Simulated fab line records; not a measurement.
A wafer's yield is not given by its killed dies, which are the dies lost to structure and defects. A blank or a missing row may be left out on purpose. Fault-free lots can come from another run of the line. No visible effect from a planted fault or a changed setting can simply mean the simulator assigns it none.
What tool caused it? ; flow sky130 ; 7 lots, 21 wafers sampled, at 3 steps of a route of 708

== WHAT THE GAUGES SHOWED, per wafer ==
SKY_SONOS_TUNNEL_OVL_MEAS_08.
lot;measured;on;SONOS_TUNNEL_OVL (nm)
L127;day 11 18:28;overlay-01;0.9 -1.1 0.6
L129;day 12 08:19;overlay-02;1.7 1.0 0.5
L132;day 13 11:01;overlay-02;-0.2 0.8 0.8
L136;day 14 22:00;overlay-02;0.6 -0.5 2.1
L145;day 17 17:54;overlay-01;-2.0 1.0 1.5
L147;day 18 04:37;overlay-02;0.8 0.0 0.5

== EACH LOT AND THE TOOL THAT RAN IT (in order: tool; ch and the chambers of the sampled wafers; start) ==
lot;SKY_FIELD_ISO_ETCH_15;SKY_FIELD_ISO_WET_ETCH_30
L127;rieDiel-02 ch 1,3, day 2 09:30;wetBench-02 ch 2, day 2 15:11
L129;rieDiel-03 ch 1,2,3, day 2 19:56;wetBench-04 ch 1, day 3 02:11
L132;rieDiel-03 ch 0,2, day 3 12:42;wetBench-04 ch 3, day 3 17:56
L136;rieDiel-02 ch 0,1,3, day 4 10:15;wetBench-02 ch 1, day 4 17:25
L143;rieDiel-02 ch 1,2,3, day 6 02:21;wetBench-04 ch 0, day 6 07:47
L145;rieDiel-03 ch 0,2, day 6 08:54;wetBench-04 ch 3, day 6 14:50
L147;rieDiel-04 ch 0,1,3, day 6 17:44;wetBench-03 ch 2, day 6 21:56
- SKY_FIELD_ISO_ETCH_15: etches the open film in CHF3/O2, stops on Si, target depth 180 nm, time 72 s.
- SKY_FIELD_ISO_WET_ETCH_30: etches SiO2 in dHF, target depth 25 nm, time 50 s.

== THE ANSWER, worked out from the rows above alone ==
Rule: what is usual is taken from the lots themselves. The widest of any qualifying gaps counts: lots, ordered by their means at a reading, are off when they make up no more than a third of the lots, leave a main group of 4 or more, and stand apart from it by 3 or more times the standard deviation of that group's means. A main group is skipped when, at the precision printed for the reading in the tables above, its means are all equal. Also off: a lot with no number at a reading for which 4 or more lots have one. All remaining lots with rows at the step are treated as sound.
No lot is off on any of the readings shown, so nothing can be concluded from this.

== WHAT WAS PUT IN BY THE SIMULATOR ==
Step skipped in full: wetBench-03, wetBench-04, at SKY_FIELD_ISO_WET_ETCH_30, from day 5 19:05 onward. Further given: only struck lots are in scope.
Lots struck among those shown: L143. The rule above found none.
